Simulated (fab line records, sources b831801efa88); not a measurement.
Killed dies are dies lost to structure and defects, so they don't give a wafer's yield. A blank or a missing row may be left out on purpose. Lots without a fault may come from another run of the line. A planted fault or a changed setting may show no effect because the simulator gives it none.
fab line records | flow sky130
record lots=5 wafers=15 last_day=50
route steps=708 shown CONTACT@423 METAL1@434
lots that met no fault: from a run of the same line without faults
start_h: hours from the record's first day to the start of the lot's first wafer shown | wait_h: hours since the lot's step before | " the same as in the row above | L1.1+2: a row that stands for several wafers | - no value, or no start given | * or withheld: withheld | < > ~ a bound
route shown NAME@n: a module of which the file shows steps, and the number in the route of the first | usual: mean/standard deviation of fault-free wafers | same: alike in all rows | chamber/n: place in a boat | sites: the reading at each site | _std_site: their standard deviation | _edge_site: outer sites' mean less inner sites' | radius_mm: how far each site lies from the wafer's centre | mask NAME#n: copy n | behind: the tool/chamber that last shaped the wafer | hold: why the lot was held/for how many hours/how that ended | device: the transistor (n, p or np) that didn't switch | end of line: the same wafers' tests at the end of the route | a step without rows: its recipe alone | killed: dies lost to structure and defects at the first sort, not the wafer's yield | map: a wafer's dies, x killed, . not, _ none there
set.NAME: the setting as run; set.NAME@STEP: as run at that earlier step | model.NAME: the simulator's own value behind a step, which no gauge read
lots at some steps of the route; a table a step, a row a wafer
services: from which hour (start_h, from the record's first day; less than 0 if before it) a tool's chamber was out of use, for how many hours, and why
## steps
# step SKY_CONTACT_ETCH_17
# recipe target=SiO2 chemistry=C4F8/O2/Ar stop_on=Si3N4 mask_material=KrF-thick source_w=1476 bias_w=1200 pressure_mtorr=40 c4f8_flow_sccm=withheld O2_flow_sccm=6 Ar_flow_sccm=300 time_s=withheld target_depth_a=3400
# step SKY_CONTACT_ETCH_18
# recipe target=Si3N4 chemistry=CHF3/O2 stop_on=TiN source_w=600 bias_w=200 pressure_mtorr=40 chf3_flow_sccm=50 O2_flow_sccm=5 time_s=39 target_depth_a=750
# usual chamber_pressure_mTorr=40.00/0.039 drypump_motor_current_A=5.8/0.4 oes_product_au=0.855/0.0084 throttle_valve_pct=8.793/0.0086
# columns lot.wafer tool chamber start_h wait_h chamber_pressure_mTorr drypump_motor_current_A oes_product_au rf_hours_counter_h throttle_valve_pct
L333.3 rie_diel-03 0 - - 40.06 5.2 0.836 5 8.787
L333.5 " 3 " " 39.94 5.8 0.851 - 8.804
L333.6 " 2 " " 39.99 5.7 0.849 - 8.803
L340.2 rie_diel-02 2 - - 40.05 6.1 0.849 8 8.792
L340.3 " 3 " " 40.07 6.2 0.858 16 8.783
L340.6 " 2 " " 40.04 6.1 0.857 - 8.783
L343.1 rie_diel-01 1 - - 39.99 6.3 0.852 4 8.777
L343.3 " 2 " " 40.00 5.8 0.852 12 8.792
L343.4 " 3 " " 40.00 6.2 0.852 5 8.788
L349.1 rie_diel-02 0 - - 39.97 5.3 0.855 3 8.787
L349.2 " 1 " " 40.02 6.2 0.851 12 8.797
L349.6 " 2 " " 39.93 6.1 0.855 - 8.796
L353.1 rie_diel-02 2 - - 39.99 6.1 0.859 12 8.787
L353.4 " 1 " " 39.94 6.1 0.868 12 8.805
L353.6 " 3 " " 40.03 6.2 0.866 - 8.795
# step SKY_CONTACT_STRIP_19
# recipe chemistry=O2/N2 power_w=1400 pressure_mtorr=1500 platen_temp_c=withheld o2_flow_sccm=3000 n2_flow_sccm=300 overash_fraction=0.5
# usual chamber_pressure_mTorr=1500.3/1.3 drypump_motor_current_A=5.6/0.49 oes_product_au=0.380/0.0043 strip_time_to_endpoint_s=3.614/0.03
# columns lot.wafer tool chamber start_h wait_h chamber_pressure_mTorr drypump_motor_current_A oes_product_au rf_hours_counter_h strip_time_to_endpoint_s
L333.3 plasma_asher-03 1 747.05 - 1499.3 6.2 0.385 - 3.601
L333.5 " 1 " " 1503.6 6.3 0.382 - 3.633
L333.6 " 0 " " 1498.4 5.3 0.382 - 3.622
L340.2 plasma_asher-01 0 805.05 - 1500.7 4.9 0.380 71 3.594
L340.3 " 0 " " 1500.5 4.9 0.384 - 3.586
L340.6 " 0 " " 1500.4 4.9 0.384 - 3.595
L343.1 plasma_asher-03 1 836.05 - 1498.2 6.3 0.382 39 3.630
L343.3 " 0 " " 1499.6 5.3 0.390 - 3.681
L343.4 " 1 " " 1500.6 6.3 0.387 - 3.666
L349.1 plasma_asher-02 1 875.36 - 1501.4 5.2 0.385 104 3.602
L349.2 " 0 " " 1499.7 6.1 0.381 104 3.571
L349.6 " 0 " " 1500.1 6.1 0.379 - 3.604
L353.1 plasma_asher-01 1 893.85 - 1500.5 5.7 0.380 79 3.626
L353.4 " 0 " " 1500.7 5.0 0.379 - 3.557
L353.6 " 1 " " 1498.6 5.7 0.384 - 3.606
# step SKY_CONTACT_STRIP_20
# recipe chemistry=post_etch_residue_remover time_s=1200 temp_c=72.5
# step SKY_CONTACT_CLEAN_21
# recipe chemistry=IPA time_s=180 temp_c=25
# step SKY_CONTACT_CLEAN_22
# recipe chemistry=O3/DIW dry=n2_spin
# step SKY_CONTACT_SPUTTER_23
# recipe material=TiN target_thk_nm=20 chamber_pressure_pa=5 power_w=4000 time_s=80
# step SKY_CONTACT_CVD_24
# recipe material=W target_thk_nm=340 time_s=102.12 temp_c=400 pressure_torr=40
# usual heater_power_w=833/100
# columns lot.wafer tool chamber start_h wait_h heater_power_w
L333.3 cvd_w-02 0 747.75 0.1 753
L333.5 " 1 " " 780
L333.6 " 0 " " 747
L340.2 cvd_w-02 0 805.71 0.0 777
L340.3 " 0 " " 763
L340.6 " 0 " " 765
L343.1 cvd_w-01 0 836.70 0.0 775
L343.3 " 0 " " 766
L343.4 " 1 " " 981
L349.1 cvd_w-02 0 876.01 0.0 783
L349.2 " 1 " " 766
L349.6 " 1 " " 775
L353.1 cvd_w-01 1 894.55 0.0 1001
L353.4 " 1 " " 984
L353.6 " 0 " " 762
# step SKY_CONTACT_RS_MEAS_25
# recipe thk_meas_gauge=four-point-probe reads=W_of_CONTACT_CVD_24+TiN_of_CONTACT_SPUTTER_23
# usual CONTACT_W_RS=0.337/0.0044
# columns lot.wafer tool chamber start_h wait_h CONTACT_W_RS[ohm/sq]
L333.3 film_metro-01 - 747.86 0.1 0.341
L333.5 " - " " 0.332
L333.6 " - " " 0.333
L340.2 film_metro-01 - 805.84 0.1 0.343
L340.3 " - " " 0.340
L340.6 " - " " 0.340
L343.1 film_metro-01 - 836.81 0.1 0.334
L343.3 " - " " 0.338
L343.4 " - " " 0.340
L349.1 film_metro-01 - 876.12 0.1 0.339
L349.2 " - " " 0.337
L349.6 " - " " 0.338
L353.1 film_metro-04 - 894.66 0.1 0.339
L353.4 " - " " 0.338
L353.6 " - " " 0.336
# step SKY_CONTACT_THK_MEAS_26
# recipe thk_meas_gauge=xrf reads=W_of_CONTACT_CVD_24
# usual CONTACT_W_THK=346/6.9
# columns lot.wafer tool chamber start_h wait_h CONTACT_W_THK[nm]
L333.3 film_metro-01 - 747.96 0.1 340
L333.5 " - " " 350
L333.6 " - " " 348
L340.2 film_metro-01 - 805.95 0.1 333
L340.3 " - " " 337
L340.6 " - " " 340
L343.1 film_metro-01 - 836.93 0.1 344
L343.3 " - " " 340
L343.4 " - " " 337
L349.1 film_metro-01 - 876.24 0.1 337
L349.2 " - " " 341
L349.6 " - " " 340
L353.1 film_metro-04 - 894.78 0.1 347
L353.4 " - " " 349
L353.6 " - " " 350
# step SKY_CONTACT_CMP_27
# recipe stop_on=SiO2 t_overpolish_s=15 down_force_psi=3.5 platen_rpm=60 target_thk_nm=0 pad_velocity_m_s=0.94248
# step SKY_METAL1_SPUTTER_00
# recipe material=Ti target_thk_nm=15 power_w=3000 time_s=10 chamber_pressure_pa=0.4
# usual throttle_valve_pct=29.9/0.79
# columns lot.wafer tool chamber start_h wait_h throttle_valve_pct
L333.3 pvd_sputter-03 - 748.41 0.2 31.3
L333.5 " - " " 29.5
L333.6 " - " " 29.2
L340.2 pvd_sputter-02 - 806.30 0.2 30.2
L340.3 " - " " 28.8
L340.6 " - " " 31.0
L343.1 pvd_sputter-02 - 837.29 0.2 31.0
L343.3 " - " " 29.2
L343.4 " - " " 30.8
L349.1 pvd_sputter-01 - 876.60 0.2 30.2
L349.2 " - " " 30.0
L349.6 " - " " 29.2
L353.1 pvd_sputter-01 - 895.14 0.2 29.6
L353.4 " - " " 28.9
L353.6 " - " " 29.8
# step SKY_METAL1_SPUTTER_01
# recipe material=TiN target_thk_nm=20 power_w=6500 time_s=16.7 chamber_pressure_pa=0.4
# usual throttle_valve_pct=29.9/0.81
# columns lot.wafer tool chamber start_h wait_h throttle_valve_pct model.TiN_of_METAL1_SPUTTER_01.thk_nm
L333.3 pvd_sputter-03 - 748.44 0.0 31.3 20.02
L333.5 " - " " 29.7 19.93
L333.6 " - " " 28.9 19.89
L340.2 pvd_sputter-02 - 806.32 0.0 30.3 19.86
L340.3 " - " " 29.3 19.66
L340.6 " - " " 31.0 19.75
L343.1 pvd_sputter-02 - 837.31 0.0 31.0 25.62
L343.3 " - " " 29.2 19.74
L343.4 " - " " 30.7 19.89
L349.1 pvd_sputter-01 - 876.62 0.0 30.3 20.16
L349.2 " - " " 30.1 19.94
L349.6 " - " " 28.9 20.06
L353.1 pvd_sputter-01 - 895.16 0.0 29.7 19.65
L353.4 " - " " 28.9 19.78
L353.6 " - " " 29.9 19.78
# step SKY_METAL1_SPUTTER_02
# recipe material=AlCu target_thk_nm=250 power_w=10600 time_s=13.3 chamber_pressure_pa=0.4
# usual throttle_valve_pct=29.9/0.8
# columns lot.wafer tool chamber start_h wait_h throttle_valve_pct
L333.3 pvd_sputter-03 - 748.46 0.0 31.1
L333.5 " - " " 29.7
L333.6 " - " " 29.0
L340.2 pvd_sputter-02 - 806.34 0.0 30.1
L340.3 " - " " 29.2
L340.6 " - " " 31.2
L343.1 pvd_sputter-02 - 837.34 0.0 30.9
L343.3 " - " " 29.0
L343.4 " - " " 30.5
L349.1 pvd_sputter-01 - 876.65 0.0 30.3
L349.2 " - " " 30.0
L349.6 " - " " 28.5
L353.1 pvd_sputter-01 - 895.19 0.0 29.9
L353.4 " - " " 29.1
L353.6 " - " " 29.7
## services
# columns tool chamber start_h hours kind
cvd_w-01 - 724.68 0.9 repair
rie_diel-02 0 729.74 1.8 repair
plasma_asher-02 - 730.23 6.6 repair
cvd_w-02 1 733.72 6.7 repair
pvd_sputter-03 - 733.95 5.3 repair
rie_diel-02 - 735.44 2.8 pm
rie_diel-02 0 740.23 40.9 repair
rie_diel-03 0 756.00 4.4 repair
cvd_w-01 - 761.34 1.2 repair
plasma_asher-01 - 784.75 0.7 repair
pvd_sputter-01 - 791.03 4.0 repair
plasma_asher-03 - 799.73 8.2 pm
plasma_asher-02 - 810.22 2.3 repair
rie_diel-03 1 810.45 9.2 repair
plasma_asher-01 - 829.92 0.3 repair
pvd_sputter-02 - 830.20 2.3 repair
cvd_w-01 - 833.26 1.5 repair
cvd_w-02 - 835.10 4.3 pm
plasma_asher-02 - 839.82 0.3 repair
rie_diel-01 - 842.29 36.4 repair
rie_diel-03 3 846.95 3.4 repair
plasma_asher-02 - 847.43 1.2 repair
plasma_asher-01 - 859.56 0.9 repair
rie_diel-01 1 889.97 5.7 repair
## key
first_sign none at tools or gauges
model_effect step=SKY_METAL1_SPUTTER_01 value=TiN_of_METAL1_SPUTTER_01.thk_nm without=19.82 struck=25.62
met_at SKY_METAL1_SPUTTER_01
struck_wafers L343.1
onset_between 806.32 837.31
fault kind=process_parameter_drift tool=pvd_sputter-02 chamber=- onset_h=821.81 steps=SKY_METAL1_SPUTTER_01 channel=target_thk_nm offset=5.8014 shape=step end_h=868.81 acts_in=these_recipes_only stated=20 scope=struck_wafers_only
